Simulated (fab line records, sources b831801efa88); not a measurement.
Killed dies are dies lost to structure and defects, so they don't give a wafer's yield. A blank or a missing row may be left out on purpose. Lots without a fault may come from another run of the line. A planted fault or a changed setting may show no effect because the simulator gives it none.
A struck lot beside a sound one | flow gf180mcu | 15 steps out of a route of 602
Sound: wafers L271.1, L271.4, L271.6. Struck: wafer L265.3. (L265.1, L265.6 of the same lot were not struck and are left out.) The cause comes at the end.
At each step with rows: each side's tool, then ch and its chambers, then its first start. Under that, the readings that differ: sound wafers | struck wafers | difference of the means | sigmas: that difference in standard deviations of wafers without a fault.
alike: readings whose means differ by less than 2 such deviations, and words and numbers that are the same on both sides. not compared: withheld readings, readings that some wafer has no value for, bounds like >300 that may hide the same value, and numbers for which the record gives no deviation and whose values overlap.
The two part at a step that has a row with sigmas, a row that says differs or no value, or rows on one side only. Numbers that don't overlap but have no deviation are shown without sigmas and don't part them. A reading that every wafer of one side lacks parts them only if that side has two wafers or more.

first, 3 steps without rows for these wafers: GF_CONTACT_EXPOSE_11 (exposes mask Contact, target cd 220 nm); GF_CONTACT_PEB_12 (peb time 90 s); GF_CONTACT_DEVELOP_13 (develop time 60 s).
GF_CONTACT_CD_MEAS_14: target cd 220 nm.
  sound on cd_sem-02, day 22 07:37; struck on cd_sem-02, day 20 08:22
  alike: cd_nm
GF_CONTACT_OVL_MEAS_15:
  sound on overlay-02, day 22 07:44; struck on overlay-01, day 20 08:29
  alike: CONTACT_OVL
GF_CONTACT_ETCH_16: etches BARC in N2/H2.
  sound on rie_diel-03 ch 0,1, day 22 07:47; struck on rie_diel-04 ch 0, day 20 08:31
  alike: drypump_motor_current_A, oes_product_au, throttle_valve_pct
GF_CONTACT_ETCH_17: etches SiO2 in C4F8/O2/Ar, stops on CoSi2, target depth 860 nm.
  sound on rie_diel-03 ch 0,1; struck on rie_diel-04 ch 0
  alike: oes_product_au
GF_CONTACT_STRIP_18: strips in O2/N2.
  sound on plasma_asher-01 ch 0,1, day 22 07:56; struck on plasma_asher-03 ch 0, day 20 08:41
  alike: drypump_motor_current_A, heater_power_w, oes_product_au
  not compared: rf_hours_counter_h
then, 3 steps without rows for these wafers: GF_CONTACT_CLEAN_19 (cleans in SPM); GF_CONTACT_CLEAN_20 (cleans in DIW); GF_CONTACT_CLEAN_21 (cleans in dHF, time 20 s).
GF_CONTACT_SPUTTER_22: material Ti, target thk 15 nm, time 80.02 s.
  sound on pvd_sputter-01, day 22 08:14; struck on pvd_sputter-02, day 20 08:59
  reading                | sound          | struck | difference | sigmas
  throttle_valve_pct (%) | 29.3 29.3 29.9 | 32.2   | +2.7       | +2
  alike: cathode_dc_power_W
GF_CONTACT_SPUTTER_23: material TiN, target thk 10 nm, time 40 s.
  sound on pvd_sputter-01, day 22 08:18; struck on pvd_sputter-02, day 20 09:03
  reading                                     | sound                | struck | difference | sigmas
  cathode_dc_power_W (W)                      | 3999.8 3999.3 4000.4 | 3512.1 | -487.7     | -99 or more
  throttle_valve_pct (%)                      | 29.1 29.5 29.8       | 32.2   | +2.7       | +2
  model.TiN_of_CONTACT_SPUTTER_23.thk_nm (nm) | 9.795 9.812 10.14    | 9.072  | -0.844     |
GF_CONTACT_CVD_24: deposits W, target thk 300 nm, time 90.339 s.
  sound on cvd_w-01 ch 0,1, day 22 08:20; struck on cvd_w-02 ch 1, day 20 09:05
  alike: heater_power_w
GF_PASSIVATION_PROBE_99:
  the record has rows for the sound wafers here (prober-02, day 33 16:46) and none for the struck ones

WHERE THEY PART
First at GF_CONTACT_SPUTTER_22; last, within this record, at GF_PASSIVATION_PROBE_99.

WHY: what the simulator had put in
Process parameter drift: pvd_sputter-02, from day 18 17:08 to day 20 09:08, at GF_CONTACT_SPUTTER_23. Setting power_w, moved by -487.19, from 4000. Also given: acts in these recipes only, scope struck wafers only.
